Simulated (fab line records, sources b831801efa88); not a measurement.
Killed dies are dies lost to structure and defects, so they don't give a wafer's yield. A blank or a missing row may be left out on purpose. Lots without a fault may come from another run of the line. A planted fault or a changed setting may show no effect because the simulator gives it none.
fab line records | flow sky130
record lots=13 wafers=39 last_day=50
route steps=708 shown GATE_OXIDE@197 LDD_LDN@296 POLY_CUT@315 PAD_OPEN@708
lots that met no fault: from a run of the same line without faults
start_h: hours from the record's first day to the start of the lot's first wafer shown | wait_h: hours since the lot's step before | " the same as in the row above | L1.1+2: a row that stands for several wafers | - no value, or no start given | * or withheld: withheld | < > ~ a bound
route shown NAME@n: a module of which the file shows steps, and the number in the route of the first | usual: mean/standard deviation of fault-free wafers | same: alike in all rows | chamber/n: place in a boat | sites: the reading at each site | _std_site: their standard deviation | _edge_site: outer sites' mean less inner sites' | radius_mm: how far each site lies from the wafer's centre | mask NAME#n: copy n | behind: the tool/chamber that last shaped the wafer | hold: why the lot was held/for how many hours/how that ended | device: the transistor (n, p or np) that didn't switch | end of line: the same wafers' tests at the end of the route | a step without rows: its recipe alone | killed: dies lost to structure and defects at the first sort, not the wafer's yield | map: a wafer's dies, x killed, . not, _ none there
set.NAME: the setting as run; set.NAME@STEP: as run at that earlier step | model.NAME: the simulator's own value behind a step, which no gauge read
steps of the route over a sample of lots; a table a step, a row a wafer
services: from which hour (start_h, from the record's first day; less than 0 if before it) a tool's chamber was out of use, for how many hours, and why
## steps
# step SKY_GATE_OXIDE_OVL_MEAS_10
# usual GATE_OXIDE_OVL=0.4/1.2
# columns lot.wafer tool chamber start_h wait_h GATE_OXIDE_OVL[nm]
L960.3 overlay-01 - 317.83 0.1 0.7
L960.5 " - " " 2.0
L960.6 " - " " 0.5
L962.1 overlay-01 - 335.07 0.1 0.5
L962.4 " - " " 0.7
L962.6 " - " " 0.8
L964.2 overlay-01 - 344.52 0.1 -1.0
L964.3 " - " " -1.0
L964.4 " - " " 0.7
L963.2 overlay-02 - 344.82 0.1 1.6
L963.5 " - " " -0.3
L963.6 " - " " 0.9
L965.1 overlay-02 - 358.68 0.1 0.4
L965.3 " - " " -0.9
L965.5 " - " " -0.3
L966.1 overlay-02 - 369.08 0.1 1.0
L966.4 " - " " 2.1
L966.5 " - " " 0.8
L973.2 overlay-02 - 444.07 0.1 1.3
L973.5 " - " " 1.5
L973.6 " - " " 0.3
L974.3 overlay-02 - 453.98 0.1 -0.2
L974.4 " - " " 1.2
L974.6 " - " " -2.8
L976.4 overlay-01 - 462.99 0.1 -0.7
L976.5 " - " " 0.3
L976.6 " - " " -1.0
L978.1 overlay-02 - 475.52 0.1 -0.2
L978.4 " - " " 3.7
L978.5 " - " " 2.1
L979.1 overlay-02 - 491.92 0.1 1.8
L979.3 " - " " 0.1
L979.6 " - " " 0.3
L980.1 overlay-01 - 493.67 0.1 0.0
L980.3 " - " " 2.2
L980.5 " - " " 0.8
L982.2 overlay-02 - 502.47 0.1 0.1
L982.3 " - " " -0.1
L982.6 " - " " -0.9
# step SKY_LDD_LDN_OVL_MEAS_07
# usual LDD_LDN_OVL=-0.1/1.4
# columns lot.wafer tool chamber start_h wait_h LDD_LDN_OVL[nm]
L960.3 overlay-02 - 531.54 0.1 1.1
L960.5 " - " " 0.1
L960.6 " - " " 1.7
L962.1 overlay-01 - 559.72 0.1 1.0
L962.4 " - " " 0.1
L962.6 " - " " 0.4
L964.2 overlay-02 - 560.67 0.1 0.0
L964.3 " - " " 0.3
L964.4 " - " " -2.3
L963.2 overlay-01 - 567.57 0.1 0.0
L963.5 " - " " 0.5
L963.6 " - " " 1.0
L965.1 overlay-01 - 581.17 0.1 0.6
L965.3 " - " " 0.3
L965.5 " - " " 0.3
L966.1 overlay-01 - 590.62 0.1 -0.7
L966.4 " - " " 1.0
L966.5 " - " " 0.5
L973.2 overlay-02 - 659.53 0.1 0.0
L973.5 " - " " 2.0
L973.6 " - " " 2.2
L974.3 overlay-02 - 671.39 0.1 -0.6
L974.4 " - " " -0.7
L974.6 " - " " -0.7
L976.4 overlay-02 - 680.75 0.1 -0.7
L976.5 " - " " 0.7
L976.6 " - " " 2.2
L978.1 overlay-02 - 705.90 15.5 -0.3
L978.4 " - " " -1.1
L978.5 " - " " 0.8
L979.1 overlay-01 - 706.76 3.3 2.6
L979.3 " - " " 2.6
L979.6 " - " " 2.9
L980.1 overlay-02 - 707.05 1.3 -0.1
L980.3 " - " " -1.0
L980.5 " - " " 0.1
L982.2 overlay-01 - 707.78 0.1 -1.0
L982.3 " - " " -0.5
L982.6 " - " " -1.7
# step SKY_LDD_LDN_IMPLANT_08
# recipe species=As energy_kev=15 dose_cm2=1.25e+13 tilt_deg=withheld rotation_deg=23
# usual dose_ions_cm2=1.2499e+13/1.3e+10 faraday_current_uA=70.5/1.2
# columns lot.wafer tool chamber start_h wait_h dose_ions_cm2 faraday_current_uA
L960.3 implanter-01 0 531.61 0.1 1.2509e+13 69.1
L960.5 " 0 " " 1.2493e+13 69.6
L960.6 " 0 " " 1.2503e+13 70.6
L962.1 implanter-04 0 559.76 0.0 1.2514e+13 69.9
L962.4 " 0 " " 1.2468e+13 70.3
L962.6 " 0 " " 1.2491e+13 69.0
L964.2 implanter-04 0 560.73 0.0 1.2493e+13 71.9
L964.3 " 0 " " 1.2497e+13 73.0
L964.4 " 0 " " 1.2496e+13 70.9
L963.2 implanter-04 0 567.63 0.0 1.2479e+13 69.4
L963.5 " 0 " " 1.2501e+13 69.3
L963.6 " 0 " " 1.2513e+13 70.4
L965.1 implanter-04 0 581.20 0.0 4.422e+12 25.8
L965.3 " 0 " " 4.371e+12 24.7
L965.5 " 0 " " 4.39e+12 25.3
L966.1 implanter-04 0 590.65 0.0 4.377e+12 24.2
L966.4 " 0 " " 4.373e+12 24.9
L966.5 " 0 " " 4.399e+12 25.4
L973.2 implanter-02 0 659.58 0.0 1.2482e+13 72.1
L973.5 " 0 " " 1.2489e+13 71.0
L973.6 " 0 " " 1.2484e+13 70.6
L974.3 implanter-01 0 671.46 0.1 1.2504e+13 70.1
L974.4 " 0 " " 1.2501e+13 70.4
L974.6 " 0 " " 1.2489e+13 69.8
L976.4 implanter-02 0 680.84 0.1 1.2477e+13 69.2
L976.5 " 0 " " 1.2498e+13 70.3
L976.6 " 0 " " 1.2513e+13 71.9
L978.1 implanter-04 0 705.93 0.0 1.2517e+13 70.6
L978.4 " 0 " " 1.2482e+13 71.6
L978.5 " 0 " " 1.2475e+13 70.6
L979.1 implanter-01 0 708.04 1.3 1.2499e+13 70.1
L979.3 " 0 " " 1.2493e+13 72.6
L979.6 " 0 " " 1.2486e+13 72.8
L980.1 implanter-01 0 708.64 1.6 1.2511e+13 70.6
L980.3 " 0 " " 1.2508e+13 71.1
L980.5 " 0 " " 1.2485e+13 68.7
L982.2 implanter-02 0 709.33 1.5 1.2485e+13 71.1
L982.3 " 0 " " 1.2498e+13 70.4
L982.6 " 0 " " 1.2494e+13 69.8
# step SKY_LDD_LDN_TW_MEAS_13
# usual LDD_LDN_TW=1469/25
# columns lot.wafer tool chamber start_h wait_h hold LDD_LDN_TW
L960.3 film_metro-04 - 532.28 0.1 - 1501
L960.5 " - " " - 1498
L960.6 " - " " - 1503
L962.1 film_metro-02 - 560.46 0.1 - 1447
L962.4 " - " " - 1454
L962.6 " - " " - 1451
L964.2 film_metro-01 - 561.41 0.1 - 1460
L964.3 " - " " - 1468
L964.4 " - " " - 1469
L963.2 film_metro-02 - 568.31 0.1 - 1449
L963.5 " - " " - 1451
L963.6 " - " " - 1457
L965.1 film_metro-01 - 581.90 0.1 - 1410
L965.3 " - " " - 1405
L965.5 " - " " - 1405
L966.1 film_metro-02 - 591.35 0.1 await_dispo/0.2h/release 1366
L966.4 " - " " await_dispo/0.2h/release 1370
L966.5 " - " " await_dispo/0.2h/release 1366
L966.1 film_metro-02 - 591.66 0.3 - 1365
L966.4 " - " " - 1374
L966.5 " - " " - 1363
L973.2 film_metro-04 - 660.27 0.1 - 1510
L973.5 " - " " - 1493
L973.6 " - " " - 1505
L974.3 film_metro-02 - 672.13 0.1 - 1453
L974.4 " - " " - 1451
L974.6 " - " " - 1459
L976.4 film_metro-02 - 681.50 0.1 - 1449
L976.5 " - " " - 1457
L976.6 " - " " - 1462
L978.1 film_metro-04 - 706.78 0.1 - 1493
L978.4 " - " " - 1495
L978.5 " - " " - 1493
L979.1 film_metro-01 - 708.74 0.1 - 1474
L979.3 " - " " - 1468
L979.6 " - " " - 1473
L980.1 film_metro-04 - 709.39 0.1 - 1500
L980.3 " - " " - 1489
L980.5 " - " " - 1486
L982.2 film_metro-04 - 710.06 0.1 - 1491
L982.3 " - " " - 1494
L982.6 " - " " - 1490
# step SKY_POLY_CUT_CD_MEAS_08
# recipe target_cd_nm=270
# usual cd_nm=270.3/1.4
# columns lot.wafer tool chamber start_h wait_h cd_nm
L960.3 cd_sem-01 - 565.16 - 271.1
L960.5 " - " " 271.0
L960.6 " - " " 271.4
L962.1 cd_sem-02 - 591.02 - 272.9
L962.4 " - " " 272.7
L962.6 " - " " 271.6
L964.2 cd_sem-02 - 592.95 - 267.3
L964.3 " - " " 267.6
L964.4 " - " " 268.3
L963.2 cd_sem-02 - 599.39 - 271.3
L963.5 " - " " 271.3
L963.6 " - " " 271.5
L965.1 cd_sem-02 - 612.38 - 270.9
L965.3 " - " " 270.7
L965.5 " - " " 270.0
L966.1 cd_sem-01 - 621.42 - 269.4
L966.4 " - " " 269.1
L966.5 " - " " 269.9
L973.2 cd_sem-01 - 689.59 - 269.5
L973.5 " - " " 269.0
L973.6 " - " " 269.6
L974.3 cd_sem-01 - 701.67 - 272.1
L974.4 " - " " 270.4
L974.6 " - " " 272.2
L976.4 cd_sem-02 - 707.39 - 268.2
L976.5 " - " " 268.9
L976.6 " - " " 268.8
L978.1 cd_sem-02 - 731.15 - 272.5
L978.4 " - " " 271.9
L978.5 " - " " 270.9
L979.1 cd_sem-01 - 736.13 - 270.1
L979.3 " - " " 270.3
L979.6 " - " " 271.8
L980.1 cd_sem-02 - 736.24 - 270.8
L980.3 " - " " 271.0
L980.5 " - " " 271.4
L982.2 cd_sem-02 - 741.14 - 270.8
L982.3 " - " " 268.8
L982.6 " - " " 268.2
# step SKY_PAD_OPEN_PROBE_99
# usual killed_at_M0_to_M3=43/7.2 killed_at_M4_up=3.5/2 killed_at_contacts=24/5.2 killed_at_front_end=15/4.4 killed_at_other=0.2/0.48 killed_dies=85/9.4 killed_on_rim=16/3.7 killed_open=46/7.3 killed_short=39/6.1
# same gross_dies=492 killed_at_back_side=0
# columns lot.wafer tool chamber start_h wait_h killed_at_M0_to_M3 killed_at_M4_up killed_at_contacts killed_at_front_end killed_at_other killed_dies killed_on_rim killed_open killed_short
L960.3 prober-01 - 1081.44 0.2 45 5 24 13 0 87 21 48 39
L960.5 prober-01 - 1081.54 0.2 41 4 24 27 0 96 14 67 29
L960.6 prober-01 - 1081.59 0.2 35 1 21 8 0 65 17 35 30
L962.1 prober-02 - 1099.22 0.1 23 4 13 18 0 58 12 26 32
L962.4 prober-02 - 1099.37 0.2 25 8 27 20 1 81 20 34 47
L962.6 prober-02 - 1099.47 0.2 41 4 18 7 0 70 17 37 33
L964.2 prober-01 - 1100.77 0.1 52 1 27 9 0 89 17 56 33
L964.3 prober-01 - 1100.82 0.2 53 7 19 16 0 95 18 59 36
L964.4 prober-01 - 1100.87 0.2 35 6 21 11 0 73 13 38 35
L963.2 prober-02 - 1102.27 0.1 50 4 19 12 0 85 13 44 41
L963.5 prober-02 - 1102.42 0.2 46 4 18 19 1 88 20 48 40
L963.6 prober-02 - 1102.47 0.2 46 3 12 17 0 78 16 36 42
L973.2 prober-01 - 1163.24 0.1 39 5 17 10 1 72 19 38 34
L973.5 prober-01 - 1163.39 0.2 45 2 26 16 0 89 12 47 42
L973.6 prober-01 - 1163.44 0.2 58 1 20 12 0 91 22 56 35
L978.1 prober-02 - 1187.74 0.1 42 2 27 13 0 84 17 43 41
L978.4 prober-02 - 1187.89 0.2 41 2 23 15 0 81 15 46 35
L978.5 prober-02 - 1187.94 0.2 40 5 28 14 0 87 17 52 35
# killed by level:class
L960.3 CONTACT:geometric_particle:open=12 LI_CONTACT:geometric_particle:open=9 VIA1:geometric_particle:open=8 FIELD_ISO:geometric_particle:short=7 METAL1:geometric_particle:short=6 VIA2:geometric_particle:open=6 FIELD_ISO:geometric_particle:open=4 METAL2:geometric_particle:short=4
L960.5 VIA1:geometric_particle:open=16 CONTACT:geometric_particle:open=11 LI_CONTACT:geometric_particle:open=10 FIELD_ISO:geometric_particle:open=9 POLY_GATE:geometric_particle:open=7 POLY_GATE:geometric_particle:short=6 VIA3:geometric_particle:open=6 FIELD_ISO:geometric_particle:short=4
L960.6 CONTACT:geometric_particle:open=7 METAL1:geometric_particle:short=7 VIA1:geometric_particle:open=7 LI_CONTACT:geometric_particle:open=6 VIA1:geometric_particle:short=6 CONTACT:geometric_particle:short=4 METAL2:geometric_particle:short=4 VIA3:geometric_particle:open=4
L962.1 VIA1:geometric_particle:open=6 LI_CONTACT:geometric_particle:open=5 METAL1:geometric_particle:open=4 FIELD_ISO:geometric_particle:short=3 FIELD_ISO:geometric_particle:open=3 POLY_GATE:geometric_particle:short=3 POLY_CUT:geometric_particle:short=3 CONTACT:geometric_particle:short=3
L962.4 CONTACT:geometric_particle:open=8 FIELD_ISO:geometric_particle:short=7 LOCAL_INTERCONNECT:geometric_particle:short=7 METAL4:geometric_particle:short=5 LI_CONTACT:geometric_particle:open=4 CONTACT:geometric_particle:short=4 VIA1:geometric_particle:short=4 METAL2:geometric_particle:short=4
L962.6 CONTACT:geometric_particle:open=10 VIA2:geometric_particle:open=8 VIA1:geometric_particle:open=7 VIA3:geometric_particle:open=7 METAL2:geometric_particle:short=6 METAL3:geometric_particle:short=4 LOCAL_INTERCONNECT:geometric_particle:short=3 CONTACT:geometric_particle:short=3
L964.2 VIA1:geometric_particle:open=13 VIA3:geometric_particle:open=12 LI_CONTACT:geometric_particle:open=10 CONTACT:geometric_particle:open=8 LI_CONTACT:geometric_particle:short=5 VIA3:geometric_particle:short=5 METAL1:geometric_particle:open=4 METAL1:geometric_particle:short=4
L964.3 VIA1:geometric_particle:open=14 VIA2:geometric_particle:open=12 CONTACT:geometric_particle:open=10 VIA1:geometric_particle:short=7 VIA3:geometric_particle:open=7 POLY_GATE:geometric_particle:short=6 FIELD_ISO:geometric_particle:open=5 METAL1:geometric_particle:short=5
L964.4 CONTACT:geometric_particle:open=9 FIELD_ISO:geometric_particle:short=6 METAL3:geometric_particle:short=6 VIA3:geometric_particle:open=6 VIA2:geometric_particle:open=5 VIA3:geometric_particle:short=4 LI_CONTACT:geometric_particle:open=4 VIA1:geometric_particle:open=4
L963.2 VIA1:geometric_particle:open=13 METAL1:geometric_particle:short=9 CONTACT:geometric_particle:open=7 VIA3:geometric_particle:open=7 VIA2:geometric_particle:open=6 POLY_GATE:geometric_particle:short=5 LI_CONTACT:geometric_particle:short=5 FIELD_ISO:geometric_particle:short=4
L963.5 CONTACT:geometric_particle:open=10 VIA2:geometric_particle:open=9 METAL2:geometric_particle:short=7 VIA1:geometric_particle:open=7 POLY_GATE:geometric_particle:short=6 VIA3:geometric_particle:open=6 FIELD_ISO:geometric_particle:open=5 METAL1:geometric_particle:short=5
L963.6 VIA1:geometric_particle:open=9 VIA2:geometric_particle:open=7 METAL1:geometric_particle:short=7 POLY_GATE:geometric_particle:open=6 METAL2:geometric_particle:short=6 FIELD_ISO:geometric_particle:short=5 LI_CONTACT:geometric_particle:short=4 VIA2:geometric_particle:short=4
L973.2 VIA1:geometric_particle:open=9 CONTACT:geometric_particle:open=7 LOCAL_INTERCONNECT:geometric_particle:short=6 METAL1:geometric_particle:short=5 METAL2:geometric_particle:short=5 VIA2:geometric_particle:open=5 POLY_GATE:geometric_particle:open=4 VIA3:geometric_particle:open=4
L973.5 VIA1:geometric_particle:open=9 LI_CONTACT:geometric_particle:open=8 CONTACT:geometric_particle:open=7 VIA1:geometric_particle:short=7 VIA3:geometric_particle:open=7 POLY_GATE:geometric_particle:open=5 CONTACT:geometric_particle:short=5 FIELD_ISO:geometric_particle:short=4
L973.6 VIA1:geometric_particle:open=20 VIA3:geometric_particle:open=9 CONTACT:geometric_particle:open=7 CONTACT:geometric_particle:short=6 VIA2:geometric_particle:open=6 FIELD_ISO:geometric_particle:short=5 METAL1:geometric_particle:short=5 VIA1:geometric_particle:short=4
L978.1 VIA1:geometric_particle:open=12 CONTACT:geometric_particle:open=8 METAL2:geometric_particle:short=8 LI_CONTACT:geometric_particle:open=6 LOCAL_INTERCONNECT:geometric_particle:short=6 VIA3:geometric_particle:open=5 FIELD_ISO:geometric_particle:open=4 VIA2:geometric_particle:open=4
L978.4 LI_CONTACT:geometric_particle:open=11 VIA1:geometric_particle:open=9 FIELD_ISO:geometric_particle:short=7 VIA1:geometric_particle:short=6 CONTACT:geometric_particle:open=6 VIA3:geometric_particle:open=6 VIA3:geometric_particle:short=5 METAL1:geometric_particle:short=4
L978.5 VIA1:geometric_particle:open=15 LI_CONTACT:geometric_particle:open=8 CONTACT:geometric_particle:open=8 VIA3:geometric_particle:open=5 CONTACT:geometric_particle:short=5 METAL4:geometric_particle:short=5 LOCAL_INTERCONNECT:geometric_particle:short=4 METAL2:geometric_particle:short=4
## services
# columns tool chamber start_h hours kind
implanter-04 - 526.60 5.0 repair
implanter-02 - 583.59 3.6 pm
implanter-01 - 622.45 2.4 pm
implanter-04 - 629.43 1.9 repair
implanter-02 - 639.28 5.1 pm
implanter-01 - 677.49 3.5 repair
implanter-04 - 688.29 1.1 repair
## key
first_sign step=SKY_LDD_LDN_IMPLANT_08 reading=dose_ions_cm2 direction=down sigmas=99+ usual=* struck=*
effect step=SKY_LDD_LDN_IMPLANT_08 reading=faraday_current_uA direction=down sigmas=36 usual=70.5 struck=25.1
effect step=SKY_LDD_LDN_TW_MEAS_13 reading=visit direction=added
met_at SKY_LDD_LDN_IMPLANT_08
struck_lots L965,L966
tester_left_out L965,L966
not_acting_at SKY_GATE_OXIDE_OVL_MEAS_10,SKY_LDD_LDN_OVL_MEAS_07,SKY_POLY_CUT_CD_MEAS_08
onset_between 567.63 581.20
fault kind=process_parameter_drift tool=implanter-04 chamber=- onset_h=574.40 steps=SKY_LDD_LDN_IMPLANT_08 channel=dose_cm2 offset=* shape=step end_h=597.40 acts_in=* stated=*
# tester_left_out: of these lots the tester's yield and bins aren't shown, on N5 and GAA mostly nor the transistor test; their killed dies are dies lost to structure and defects alone, not to doping, threshold or leakage, so they don't give the yield
